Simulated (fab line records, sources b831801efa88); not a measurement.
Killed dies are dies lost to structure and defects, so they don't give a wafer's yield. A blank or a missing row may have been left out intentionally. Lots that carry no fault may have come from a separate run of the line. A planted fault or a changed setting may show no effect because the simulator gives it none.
A struck lot beside a sound one | flow sky130 | 28 out of 708 route steps
Sound: the wafers L756.3, L756.4, L756.6. Struck: wafer L765.1. (L765.2, L765.3 of the same lot were not struck and are left out.) The cause comes at the end.
Order at every step that has rows: each side's tool, ch and its chambers, its first start. Under that, the readings that differ: sound wafers | struck wafers | difference of the means | sigmas: that difference in standard deviations of wafers without a fault.
alike: words and numbers the same on both sides, and readings whose means are apart by under 2 such deviations; not compared: readings that were withheld, readings missing a value for some wafer, numbers with overlapping values and no deviation given by the record, and bounds like >300 which may hide the same value.
The two part at a step that has a row with sigmas, a row that says differs or no value, or rows on one side only. Non-overlapping numbers with no deviation appear without sigmas and do not part them. A reading missing from all wafers of one side parts the sides only when that side holds two or more wafers.

first, 1 step without rows for these wafers: SKY_VIA2_SPUTTER_20 (material TiN, target thk 20 nm, time 80 s).
SKY_VIA2_CVD_21: deposits W, target thk 420 nm, time 126.4 s.
  sound on cvdW-01 ch 0,1, day 36 06:31; struck on cvdW-01 ch 1, day 39 03:41
  alike: heaterPowerW
SKY_VIA2_RS_MEAS_22: measurement is done with a four-point probe.
  sound on filmMetro-01, day 36 06:39; struck on filmMetro-04, day 39 03:49
  alike: VIA2_W_RS
SKY_VIA2_THK_MEAS_23: measures by xrf.
  sound on filmMetro-01, day 36 06:45; struck on filmMetro-04, day 39 03:56
  alike: VIA2_W_THK
SKY_VIA2_CMP_24: polishes, stops on SiO2, t overpolish 20 s, target thk 0 nm.
  sound on cmp-01 ch 0,1,3, day 36 06:53; struck on cmp-02 ch 2, day 39 06:27
reading               | sound             | struck | difference | sigmas
headPressurePsi (psi) | 3.495 3.516 3.509 | 3.490  | -0.017     | -2
  alike: motorCurrentA, overpolishRunS, timeToEndpointS
then, 2 steps without rows for these wafers: SKY_METAL3_SPUTTER_00 (material Ti, target thk 15 nm, time 10 s); SKY_METAL3_SPUTTER_01 (material TiN, target thk 20 nm, time 16.7 s).
SKY_METAL3_SPUTTER_02: material AlCu, target thk 735 nm, time 39.1 s.
  sound on pvdSputter-01, day 36 07:08; struck on pvdSputter-04, day 39 06:48
  alike: cathodeDcPowerW, throttleValvePct
then, 2 steps without rows for these wafers: SKY_METAL3_SPUTTER_03 (material Ti, target thk 5 nm, time 3.3 s); SKY_METAL3_SPUTTER_04 (material TiN, target thk 70 nm, time 58.3 s).
SKY_CAPM_CVD_00: deposits SiO2, target thk 15.5 nm.
  sound on pecvd-04 ch 0,2, day 36 07:14; struck on pecvd-03 ch 1, day 39 06:54
  alike: heaterPowerW
SKY_CAPM_THK_MEAS_01:
  sound on filmMetro-03, day 36 07:17; struck on filmMetro-02, day 39 06:55
  alike: CAPM_CVD_00_THK
SKY_CAPM_SPUTTER_02: material TiN, target thk 200 nm, time 166.7 s.
  sound on pvdSputter-03, day 36 07:19; struck on pvdSputter-03, day 39 06:59
reading                                 | sound             | struck | difference | sigmas
model.TiN_of_CAPM_SPUTTER_02.thkNm (nm) | 207.2 206.6 208.6 | 259.2  | +51.7      | 
  alike: cathodeDcPowerW, throttleValvePct
SKY_CAPM_RS_MEAS_03: measurement is done with a four-point probe.
  sound on filmMetro-02, day 36 07:28; struck on filmMetro-03, day 39 07:05
reading              | sound          | struck | difference | sigmas
CAPM_TIN_RS (ohm/sq) | 6.68 6.71 6.63 | 5.30   | -1.37      | -18
SKY_CAPM_THK_MEAS_04: measures by xrf.
  sound on filmMetro-02, day 36 07:34; struck on filmMetro-03, day 39 07:13
reading           | sound             | struck | difference | sigmas
CAPM_TIN_THK (nm) | 205.8 203.9 206.0 | 257.1  | +51.9      | +24
then, 7 steps without rows for these wafers: SKY_CAPM_DEHYDRATE_05 (time 60 s); SKY_CAPM_HMDS_06 (prime time 60 s); SKY_CAPM_COAT_07 (resist thk 1140 nm); SKY_CAPM_SOFTBAKE_08 (time 60 s); SKY_CAPM_EXPOSE_09 (exposes mask CAPM, target cd 1000 nm); SKY_CAPM_PEB_10; SKY_CAPM_DEVELOP_11 (develop time 60 s).
SKY_CAPM_OVL_MEAS_12:
  sound on overlay-02, day 37 08:56; struck on overlay-02, day 40 07:07
  alike: CAPM_OVL
SKY_CAPM_METAL_ETCH_13: etches TiN in Cl2/BCl3, stops on SiO2, target depth 220 nm, time 62.9 s.
  sound on rieMetal-02 ch 0,1, day 37 08:59; struck on rieMetal-02 ch 0, day 40 07:09
reading              | sound                | struck | difference                   | sigmas
oesProductAu (a.u.)  | 0.958 0.954 0.970    | 1.001  | +0.040                       | +5
rfHoursCounterH (h)  | - - -                | 5      | no value on the sound wafers | 
throttleValvePct (%) | 21.891 21.894 21.889 | 21.856 | -0.035                       | -4
  alike: drypumpMotorCurrentA
SKY_CAPM_STRIP_14: strips in O2/N2.
  sound on plasmaAsher-01 ch 0,1, day 37 09:04; struck on plasmaAsher-04 ch 0, day 40 07:14
reading             | sound             | struck | difference                   | sigmas
oesProductAu (a.u.) | 0.714 0.715 0.721 | 0.704  | -0.013                       | -3
rfHoursCounterH (h) | - - -             | 53     | no value on the sound wafers | 
  alike: drypumpMotorCurrentA, stripTimeToEndpointS
SKY_CAPM_STRIP_15: strips in post etch residue remover, time 1200 s.
  sound on wetBench-02 ch 3, day 37 09:08; struck on wetBench-03 ch 1, day 40 07:20
reading                                 | sound             | struck | difference | sigmas
bathHeatDutyPct (%)                     | 17.4 19.3 17.1    | 14.0   | -3.9       | -2
model.TiN_of_CAPM_SPUTTER_02.thkNm (nm) | 206.8 206.2 208.2 | 258.8  | +51.7      | 
then, 1 step without rows for these wafers: SKY_CAPM_CLEAN_16 (cleans in IPA, time 180 s).
-- the record jumps here: 8 days lie between the struck wafers' starts before and after (it left off in module CAPM and takes up again in module PAD_OPEN, whose first step shown is number 708 of the route) --
SKY_PAD_OPEN_PROBE_99:
  sound on prober-01, day 45 17:18; struck on prober-02, day 48 02:06
reading                  | sound          | struck | difference | sigmas
defectLimitedYield (%)   | 82.5 84.6 82.1 | 0      | -83        | -46
killedAtOther            | 0 0 0          | 404    | +404       | +99 or more
killedDies               | 86 76 88       | 492    | +409       | +47
killedOnRim              | 19 21 23       | 96     | +75        | +19
sort_bin_3_pad_short (%) | 0.6 0.8 1.2    | 83.1   | +82.2      | +99 or more
sort_bin_5_function (%)  | 9.6 9.6 10.0   | 12.8   | +3.1       | +2
sort_bin_6_memory (%)    | 7.3 5.1 6.7    | 4.1    | -2.3       | -2
sortNPass                | 406 416 404    | 0      | -409       | -47
sortYieldPct (%)         | 82.5 84.6 82.1 | 0      | -83        | -46
  alike: killed_at_M0_to_M3, killed_at_M4_up, killedAtContacts, killedAtFrontEnd, killedOpen, killedShort

== WHERE THEY PART ==
First at SKY_VIA2_CMP_24; last, within this record, at SKY_PAD_OPEN_PROBE_99.

WHY: whatever the simulator had introduced
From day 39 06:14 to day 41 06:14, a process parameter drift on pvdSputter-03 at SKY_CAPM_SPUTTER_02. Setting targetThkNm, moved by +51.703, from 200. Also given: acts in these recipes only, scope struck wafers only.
